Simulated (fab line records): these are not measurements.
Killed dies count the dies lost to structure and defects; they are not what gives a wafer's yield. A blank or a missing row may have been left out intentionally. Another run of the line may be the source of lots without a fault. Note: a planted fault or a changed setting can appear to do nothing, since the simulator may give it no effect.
Split-lot study	flow sky130	route with 708 steps; 5 lots, 23 wafers read

== SPLIT DETAILS ==
At SKY_METAL5_SPUTTER_02 (material AlCu, target thk 1150 nm, time 61.2 s), the setting power-w was moved away from the recipe's 10600 W on 10 of the 23 wafers read, by -7.8% to +9.3%. This setting was run at the recipe's value on the other wafers.

== FROM THE SPLIT TO THE READING: what the file shows between them, 8 steps ==
- SKY_METAL5_SPUTTER_03: material Ti, target thk 5 nm, time 3.3 s
- SKY_METAL5_SPUTTER_04: material TiN, target thk 70 nm, time 58.3 s
- SKY_METAL5_RS_MEAS_05: measures by four-point-probe
- SKY_METAL5_THK_MEAS_06: measures by xrf
- SKY_METAL5_EXPOSE_11: exposes mask MM5, target cd 1600 nm (also split here: dose-mj)
- SKY_METAL5_PEB_12
- SKY_METAL5_DEVELOP_13: develop time 60 s
- SKY_METAL5_DESCUM_14: chemistry O2, time 11 s

== THE READING ==
oes-product-au, in a.u., at SKY_METAL5_METAL_ETCH_15 (etches the open film in Cl2/BCl3, stops on SiO2, target depth 1260 nm, time 252 s). A value of 0.895 a.u. with a standard deviation of 0.0051 a.u. is what fault-free wafers of this fab line usually give.

wafer	tool, chamber at the split	power-w as run, W	against the recipe	oes-product-au, a.u.	against lot-mates on the recipe
L074.1	pvd-sputter-01, -	10600	recipe	0.892	-
L074.2	pvd-sputter-01, -	10600	recipe	0.899	-
L074.3	pvd-sputter-01, -	10150	-4.2%	0.889	-0.007
L074.5	pvd-sputter-01, -	10600	recipe	0.898	-
L074.6	pvd-sputter-01, -	10150	-4.2%	0.890	-0.006
L077.1	pvd-sputter-04, -	11590	+9.3%	0.919	+0.023
L077.2	pvd-sputter-04, -	10600	recipe	0.892	-
L077.3	pvd-sputter-04, -	11590	+9.3%	0.924	+0.028
L077.4	pvd-sputter-04, -	11590	+9.3%	0.930	+0.034
L077.5	pvd-sputter-04, -	10600	recipe	0.900	-
L079.2	pvd-sputter-04, -	10600	recipe	0.902	-
L079.3	pvd-sputter-04, -	9773	-7.8%	0.866	-0.030
L079.4	pvd-sputter-04, -	10600	recipe	0.894	-
L079.5	pvd-sputter-04, -	9773	-7.8%	0.852	-0.044
L079.6	pvd-sputter-04, -	10600	recipe	0.891	-
L080.1	pvd-sputter-04, -	10600	recipe	0.897	-
L080.2	pvd-sputter-04, -	11350	+7.1%	0.910	+0.015
L080.3	pvd-sputter-04, -	11350	+7.1%	0.905	+0.010
L080.4	pvd-sputter-04, -	10600	recipe	0.894	-
L080.5	pvd-sputter-04, -	11350	+7.1%	0.913	+0.018
L082.4	pvd-sputter-04, -	10600	recipe	0.894	-
L082.5	pvd-sputter-04, -	10600	recipe	0.901	-
L082.6	pvd-sputter-04, -	10600	recipe	0.892	-

FIT RESULTS
A straight line over all 23 wafers: oes-product-au changes by +0.00308 a.u. for each +1% of power-w; r = +0.92; the points scatter about the line by 0.0067 a.u.
The same after taking each lot's own level away (the mean of its wafers on the recipe; 23 wafers): +0.00309 a.u. for each +1%; r = +0.92; scatter 0.0065 a.u.
That fit puts the effect of the largest move of power-w on the reading at 0.029 a.u.
The lots' own levels span 0.8955 to 0.8963 a.u., that is 0.2 times the standard deviation above.
Consequently the slope shifts little with the lot-to-lot level, the two slopes agreeing.
Check: +0.028 a.u. against its lot-mates is what the line predicts for one of the wafers moved furthest among these (+9.3%) when that wafer is left out of the fit. It came out at +0.023 a.u. against them.

== OTHER SPLITS ON THESE WAFERS ==
Other splits were also applied to these wafers ahead of the reading. Each is held against what the fit with the lots' levels taken away leaves over:
other split on the same wafers	wafers away from the commonest value	r with oes-product-au (lot level and that fit taken away)
SKY_VIA4_CVD_18 temp-c	5	+0.19
SKY_METAL5_EXPOSE_11 dose-mj	2	+0.32

== THE WHOLE CHAIN: every reading that the file lists as answering this split, in the file's order ==
step	what it does	reading	change (the file's fit)	r (the file's)
SKY_METAL5_SPUTTER_02	material AlCu, target thk 1150 nm, time 61.2 s	AlCu_of_METAL5_SPUTTER_02.thk-nm (the simulator's own value, which no gauge read)	+9.96 nm for each +1% of the setting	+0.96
SKY_METAL5_RS_MEAS_05	measures by four-point-probe	METAL5_ALCU_RS	-0.000235 for each +1% of the setting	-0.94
SKY_METAL5_THK_MEAS_06	measures by xrf	METAL5_ALCU_THK	+9.92 for each +1% of the setting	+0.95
SKY_METAL5_METAL_ETCH_15	etches the open film in Cl2/BCl3, stops on SiO2, target depth 1260 nm, time 252 s	oes-product-au	+0.00316 a.u. for each +1% of the setting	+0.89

== THE FILE'S OWN FIT ==
oes-product-au changes by +0.00316 a.u. for each +1% of power-w, r = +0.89.
